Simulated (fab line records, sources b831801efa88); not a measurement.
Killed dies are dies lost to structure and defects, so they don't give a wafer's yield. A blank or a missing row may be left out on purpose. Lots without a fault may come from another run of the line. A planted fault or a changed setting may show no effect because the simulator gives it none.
fab line records | flow sky130
record lots=4 wafers=12 last_day=49
route steps=708 shown CONTACT@423 METAL1@434 VIA1@458 PAD_OPEN@708
lots that met no fault: from a run of the same line without faults
start_h: hours from the record's first day to the start of the lot's first wafer shown | wait_h: hours since the lot's step before | " the same as in the row above | L1.1+2: a row that stands for several wafers | - no value, or no start given | * or withheld: withheld | < > ~ a bound
route shown NAME@n: a module of which the file shows steps, and the number in the route of the first | usual: mean/standard deviation of fault-free wafers | same: alike in all rows | chamber/n: place in a boat | sites: the reading at each site | _std_site: their standard deviation | _edge_site: outer sites' mean less inner sites' | radius_mm: how far each site lies from the wafer's centre | mask NAME#n: copy n | behind: the tool/chamber that last shaped the wafer | hold: why the lot was held/for how many hours/how that ended | device: the transistor (n, p or np) that didn't switch | end of line: the same wafers' tests at the end of the route | a step without rows: its recipe alone | killed: dies lost to structure and defects at the first sort, not the wafer's yield | map: a wafer's dies, x killed, . not, _ none there
set.NAME: the setting as run; set.NAME@STEP: as run at that earlier step | model.NAME: the simulator's own value behind a step, which no gauge read
lots at some steps of the route; a table a step, a row a wafer
services: from which hour (start_h, from the record's first day; less than 0 if before it) a tool's chamber was out of use, for how many hours, and why
## steps
# step SKY_CONTACT_ETCH_17
# recipe target=SiO2 chemistry=C4F8/O2/Ar stop_on=Si3N4 mask_material=KrF-thick source_w=1500 bias_w=1200 pressure_mtorr=40 c4f8_flow_sccm=withheld O2_flow_sccm=6 Ar_flow_sccm=300 time_s=withheld target_depth_a=3400
# step SKY_CONTACT_ETCH_18
# recipe target=Si3N4 chemistry=CHF3/O2 stop_on=TiN source_w=600 bias_w=200 pressure_mtorr=40 chf3_flow_sccm=50 O2_flow_sccm=5 time_s=39 target_depth_a=750
# step SKY_CONTACT_STRIP_19
# recipe chemistry=O2/N2 power_w=1400 pressure_mtorr=1500 platen_temp_c=withheld o2_flow_sccm=3000 n2_flow_sccm=300 overash_fraction=0.5
# step SKY_CONTACT_STRIP_20
# recipe chemistry=post_etch_residue_remover time_s=1200 temp_c=72.5
# step SKY_CONTACT_CLEAN_21
# recipe chemistry=IPA time_s=180 temp_c=25
# step SKY_CONTACT_CLEAN_22
# recipe chemistry=O3/DIW dry=n2_spin
# step SKY_CONTACT_SPUTTER_23
# recipe material=TiN target_thk_nm=20 chamber_pressure_pa=5 power_w=4000 time_s=80
# step SKY_CONTACT_CVD_24
# recipe material=W target_thk_nm=340 time_s=102.12 temp_c=400 pressure_torr=40
# step SKY_CONTACT_CMP_27
# recipe stop_on=SiO2 t_overpolish_s=15 down_force_psi=3.5 platen_rpm=60 target_thk_nm=0 pad_velocity_m_s=0.94248
# step SKY_METAL1_SPUTTER_00
# recipe material=Ti target_thk_nm=15 power_w=3000 time_s=10 chamber_pressure_pa=0.4
# step SKY_METAL1_SPUTTER_01
# recipe material=TiN target_thk_nm=20 power_w=6500 time_s=16.7 chamber_pressure_pa=0.4
# usual cathode_dc_power_W=6500.0/1.1 throttle_valve_pct=30.1/1.1
# columns lot.wafer tool chamber start_h wait_h cathode_dc_power_W throttle_valve_pct
L995.2 pvd_sputter-03 - 750.04 0.0 6499.1 30.0
L995.4 " - " " 6499.9 29.4
L995.6 " - " " 6499.1 29.1
L103.3 pvd_sputter-04 - 812.78 0.0 6499.7 32.0
L103.4 " - " " 6500.4 29.5
L103.5 " - " " 6500.4 32.3
L109.2 pvd_sputter-04 - 872.02 0.0 6500.6 29.4
L109.5 " - " " 6499.2 30.5
L109.6 " - " " 6499.9 28.5
L111.1 pvd_sputter-04 - 883.18 0.0 6499.9 29.3
L111.5 " - " " 6501.2 30.3
L111.6 " - " " 6500.7 29.3
# step SKY_METAL1_SPUTTER_02
# recipe material=AlCu target_thk_nm=250 power_w=10600 time_s=13.3 chamber_pressure_pa=0.4
# step SKY_METAL1_SPUTTER_03
# recipe material=Ti target_thk_nm=5 power_w=3000 time_s=3.3 chamber_pressure_pa=0.4
# step SKY_METAL1_SPUTTER_04
# recipe material=TiN target_thk_nm=70 power_w=6500 time_s=58.3 chamber_pressure_pa=0.4
# step SKY_METAL1_DEHYDRATE_07
# recipe temp_c=200 time_s=60
# step SKY_METAL1_HMDS_08
# recipe prime_time_s=60 prime_temp_c=120
# step SKY_METAL1_COAT_09
# recipe resist=BARC temp_c=withheld time_s=withheld spin_rpm=3000 resist_thk_nm=60
# step SKY_METAL1_COAT_10
# recipe resist=KrF-thick spin_rpm=3000 resist_thk_nm=450
# step SKY_METAL1_SOFTBAKE_11
# recipe temp_c=100 time_s=90 resist=KrF-thick
# step SKY_METAL1_EXPOSE_12
# recipe mask_id=MM1 na=0.8 source_shape=annular sigma_inner=0.55 sigma_outer=0.85 target_cd_nm=140 dose_mj=28
# step SKY_METAL1_PEB_13
# recipe peb_temp_c=withheld peb_time_s=withheld resist=KrF-thick
# step SKY_METAL1_DEVELOP_14
# recipe develop_time_s=60 resist=KrF-thick dev_temp_c=21
# step SKY_METAL1_DESCUM_17
# recipe chemistry=O2 source_power_w=150 bias_power_w=0 pressure_mtorr=10 temp_c=40 time_s=8
# step SKY_METAL1_ETCH_18
# recipe chemistry=N2/H2 target=BARC ion_energy_ev=200 bias_w=100 pressure_mtorr=30 n2_flow_sccm=100 h2_flow_sccm=200 icp_w=500 stop_on=SiO2 time_s=45.9 target_depth_a=600
# step SKY_METAL1_METAL_ETCH_19
# recipe target_depth_a=3600 stop_on=SiO2 over_etch_frac=0.3 time_s=78 chemistry=Cl2/BCl3 resist_sidewall_deg=88 pressure_mtorr=10 icp_w=900 bias_w=48.5 Cl2_flow_sccm=60 bcl3_flow_sccm=30
# step SKY_METAL1_STRIP_20
# recipe chemistry=O2/N2 power_w=1400 pressure_mtorr=1500 platen_temp_c=withheld o2_flow_sccm=3000 n2_flow_sccm=300 overash_fraction=0.5
# step SKY_METAL1_STRIP_21
# recipe chemistry=post_etch_residue_remover time_s=1200 temp_c=72.5
# step SKY_METAL1_CLEAN_22
# recipe chemistry=IPA time_s=180 temp_c=25
# step SKY_METAL1_CLEAN_23
# recipe chemistry=O3/DIW dry=n2_spin
# step SKY_VIA1_HDPCVD_00
# recipe material=SiO2 target_thk_nm=1030 sigma_open_frac=0.3 time_s=171.7 temp_c=400 sih4_flow_sccm=60 pressure_mtorr=6
# step SKY_VIA1_CMP_02
# recipe material=SiO2 down_force_psi=4 platen_rpm=60 pad_velocity_m_s=0.94248
# step SKY_VIA1_DEHYDRATE_04
# recipe temp_c=200 time_s=60
# step SKY_VIA1_HMDS_05
# recipe prime_time_s=60 prime_temp_c=120
# step SKY_VIA1_COAT_06
# recipe resist=BARC temp_c=withheld time_s=withheld spin_rpm=3000 resist_thk_nm=60
# step SKY_PAD_OPEN_PROBE_99
# usual defect_limited_yield=82.4/1.9 killed_at_M0_to_M3=44/7.5 killed_at_M4_up=3.2/1.9 killed_at_contacts=23/4.7 killed_at_front_end=15/4.7 killed_at_other=0.4/0.66 killed_dies=87/9.3 killed_open=47/7.2 killed_short=39/6.5 sort_bin_3_pad_short=0.8/0.39 sort_bin_5_function=10.5/1.4 sort_bin_6_memory=6.3/1.2 sort_n_pass=405/9.3 sort_yield_pct=82.4/1.9
# same gross_dies=492 killed_at_back_side=0 sort_bin_4_leakage[%]=0 sort_bin_8_speed[%]=0
# columns lot.wafer tool chamber start_h wait_h defect_limited_yield[%] killed_at_M0_to_M3 killed_at_M4_up killed_at_contacts killed_at_front_end killed_at_other killed_dies killed_open killed_short sort_bin_3_pad_short[%] sort_bin_5_function[%] sort_bin_6_memory[%] sort_n_pass sort_yield_pct[%] model.etest.tester.sort_n_pass model.etest.tester.sort_yield_pct model.etest.tester.sort_bin_5_pct model.etest.tester.sort_bin_3_pct
L995.2 prober-02 - 1086.09 0.1 80.1 47 5 27 19 0 98 45 53 0.6 10.4 8.9 394 80.1 394 80.08 10.37 0.6098
L995.4 prober-02 - 1086.19 0.2 81.5 45 2 30 14 0 91 43 48 1.0 8.9 8.5 401 81.5 401 81.5 8.943 1.016
L995.6 prober-02 - 1086.29 0.2 83.7 47 1 19 13 0 80 47 33 1.0 8.5 6.7 412 83.7 412 83.74 8.537 1.016
L103.3 prober-02 - 1134.10 0.2 82.1 47 2 23 16 0 88 54 33 1.0 10.8 6.1 404 82.1 404 82.11 10.77 1.016
L103.4 prober-02 - 1134.15 0.2 81.3 49 4 22 17 0 92 57 35 0.6 12.8 5.3 400 81.3 400 81.3 12.8 0.6098
L103.5 prober-02 - 1134.20 0.2 82.3 53 1 18 15 0 87 60 26 1.0 10.8 5.9 405 82.3 405 82.32 10.77 1.016
L109.2 prober-01 - 1174.41 0.1 73.4 81 4 24 22 0 131 58 30 1.8 16.7 8.1 361 73.4 361 73.37 16.67 1.829
L109.5 prober-01 - 1174.56 0.2 83.1 45 2 20 16 0 83 47 35 0.6 8.9 7.3 409 83.1 409 83.13 8.943 0.6098
L109.6 prober-01 - 1174.61 0.2 83.9 49 1 21 7 1 79 46 33 1.0 9.1 5.9 413 83.9 413 83.94 9.146 1.016
L111.1 prober-02 - 1180.60 0.1 75.6 75 2 25 17 1 120 43 39 2.2 13.6 8.5 372 75.6 372 75.61 13.62 2.236
L111.5 prober-02 - 1180.80 0.2 86.2 31 0 18 19 0 68 29 39 0.8 8.3 4.7 424 86.2 424 86.18 8.333 0.813
L111.6 prober-02 - 1180.85 0.2 72.2 87 2 27 20 1 137 53 42 3.3 17.3 7.3 355 72.2 355 72.15 17.28 3.252
# killed by level:class
L995.2 VIA1:geometric_particle:open=12 POLY_GATE:geometric_particle:open=8 METAL3:geometric_particle:short=7 CONTACT:geometric_particle:short=7 LI_CONTACT:geometric_particle:open=7 CONTACT:geometric_particle:open=7 VIA3:geometric_particle:open=6 LOCAL_INTERCONNECT:geometric_particle:short=5
L995.4 CONTACT:geometric_particle:open=11 METAL2:geometric_particle:short=9 VIA1:geometric_particle:open=8 VIA1:geometric_particle:short=6 CONTACT:geometric_particle:short=6 VIA2:geometric_particle:open=5 LOCAL_INTERCONNECT:geometric_particle:short=5 POLY_GATE:geometric_particle:short=4
L995.6 VIA1:geometric_particle:open=14 VIA2:geometric_particle:open=9 VIA1:geometric_particle:short=8 CONTACT:geometric_particle:short=7 VIA3:geometric_particle:open=6 CONTACT:geometric_particle:open=5 FIELD_ISO:geometric_particle:open=4 LI_CONTACT:geometric_particle:open=4
L103.3 VIA1:geometric_particle:open=12 CONTACT:geometric_particle:open=9 VIA2:geometric_particle:open=9 VIA3:geometric_particle:open=8 FIELD_ISO:geometric_particle:open=7 LI_CONTACT:geometric_particle:short=5 CONTACT:geometric_particle:short=4 VIA3:geometric_particle:short=4
L103.4 VIA3:geometric_particle:open=13 VIA2:geometric_particle:open=9 CONTACT:geometric_particle:open=8 VIA1:geometric_particle:open=8 POLY_GATE:geometric_particle:short=5 LI_CONTACT:geometric_particle:open=5 METAL1:geometric_particle:short=5 VIA3:geometric_particle:short=5
L103.5 VIA1:geometric_particle:open=17 VIA2:geometric_particle:open=9 CONTACT:geometric_particle:open=9 METAL1:geometric_particle:short=5 VIA3:geometric_particle:open=5 VIA1:geometric_particle:short=4 METAL1:geometric_particle:open=4 FIELD_ISO:geometric_particle:open=3
L109.2 METAL1:unspecified=43 FIELD_ISO:geometric_particle:open=10 VIA1:geometric_particle:open=9 VIA2:geometric_particle:open=9 CONTACT:geometric_particle:open=8 LI_CONTACT:geometric_particle:open=7 VIA3:geometric_particle:open=7 POLY_GATE:geometric_particle:short=4
L109.5 VIA1:geometric_particle:open=9 VIA3:geometric_particle:open=8 LI_CONTACT:geometric_particle:open=7 VIA2:geometric_particle:open=6 POLY_GATE:geometric_particle:open=5 LOCAL_INTERCONNECT:geometric_particle:short=5 METAL2:geometric_particle:short=5 FIELD_ISO:geometric_particle:open=4
L109.6 VIA1:geometric_particle:open=9 CONTACT:geometric_particle:open=9 VIA2:geometric_particle:open=7 VIA3:geometric_particle:open=6 VIA1:geometric_particle:short=5 METAL2:geometric_particle:short=5 VIA2:geometric_particle:short=5 LI_CONTACT:geometric_particle:open=4
L111.1 METAL1:unspecified=38 LOCAL_INTERCONNECT:geometric_particle:short=12 VIA1:geometric_particle:open=9 VIA3:geometric_particle:open=8 LI_CONTACT:geometric_particle:open=7 FIELD_ISO:geometric_particle:open=6 POLY_GATE:geometric_particle:open=4 METAL1:geometric_particle:short=4
L111.5 VIA1:geometric_particle:open=9 FIELD_ISO:geometric_particle:short=7 METAL3:geometric_particle:short=5 LI_CONTACT:geometric_particle:open=4 LOCAL_INTERCONNECT:geometric_particle:short=4 CONTACT:geometric_particle:short=4 METAL1:geometric_particle:short=4 FIELD_ISO:geometric_particle:open=3
L111.6 METAL1:unspecified=42 VIA1:geometric_particle:open=14 LI_CONTACT:geometric_particle:open=9 VIA3:geometric_particle:open=7 FIELD_ISO:geometric_particle:open=6 LOCAL_INTERCONNECT:geometric_particle:short=6 POLY_GATE:geometric_particle:short=5 CONTACT:geometric_particle:open=5
# map L109.2 (x killed, . not)
__________.........._________
________...x.....x.xxx_______
______..x.....xx.xxxxxxx_____
_____x.........xxxxxxxxxx____
____.x..........xxxxxxxxx.___
___...x........xxxxxxxxxx.x__
__.......x...x....xxxxxx..x._
_..........x..x....x.x.x....x
_..x........x..........x.x...
_....................x.......
_...x.x.xx.x..........x......
_..x..x.x........xx.......x..
_........xx.x..x.......xx....
_.x.....x.x.............x....
_...xx...xx..x.....x......x.x
__...x....x.x.....x.....x..._
___..x......x......x.x.x...__
____.x.xx...x......x.x...x___
_____.....x.....x......xx____
______x......xx.......x._____
________x.......x..x.x_______
__________x.xx...x.._________
# map L111.6 (x killed, . not)
__________xx.....x.._________
________...x.x..x..xxx_______
______x...........xxxxxx_____
_____..xx...xx...xxxxxxxx____
____.x.x.........xxxxxxxx.___
___....xx...x....xxxxxxxxx.__
__...x.....xx.....xxxxxxx..._
_x...........x.....xxxxx.x.x.
_......................x...x.
_........x.................x.
_....x...x..x...xx.x.......xx
_........xx...x...x....x...x.
_...x.xx..x...x.....x...x...x
_....x......x..x.....x.x.....
_xx..x..x.x........x.........
__x....x............x....x.x_
___...x.xx.x.x............x__
____.x...x.....x....x....x___
_____....x.x....xx...x...____
______..x....xx..x.x...._____
________..........x..x_______
__________...x..xx.._________
## services
# columns tool chamber start_h hours kind
pvd_sputter-04 - 803.92 2.6 repair
pvd_sputter-03 - 825.67 2.4 repair
pvd_sputter-04 - 847.47 0.7 repair
pvd_sputter-03 - 873.19 15.0 repair
## key
first_sign step=SKY_PAD_OPEN_PROBE_99 reading=killed_at_M0_to_M3 direction=up sigmas=4.9 usual=44 struck=81
effect step=SKY_PAD_OPEN_PROBE_99 reading=defect_limited_yield direction=down sigmas=4.6 usual=82.4 struck=73.7
model_effect step=SKY_PAD_OPEN_PROBE_99 value=etest.tester.sort_n_pass without=397 struck=362.7
met_at SKY_METAL1_SPUTTER_01
struck_wafers L109.2,L111.1,L111.6
onset_between 812.78 872.02
fault kind=chamber_particle_source tool=pvd_sputter-04 chamber=- onset_h=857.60 steps=SKY_METAL1_SPUTTER_01 rate_per_visit_cm2=0.52468 end_h=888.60 scope=struck_wafers_only
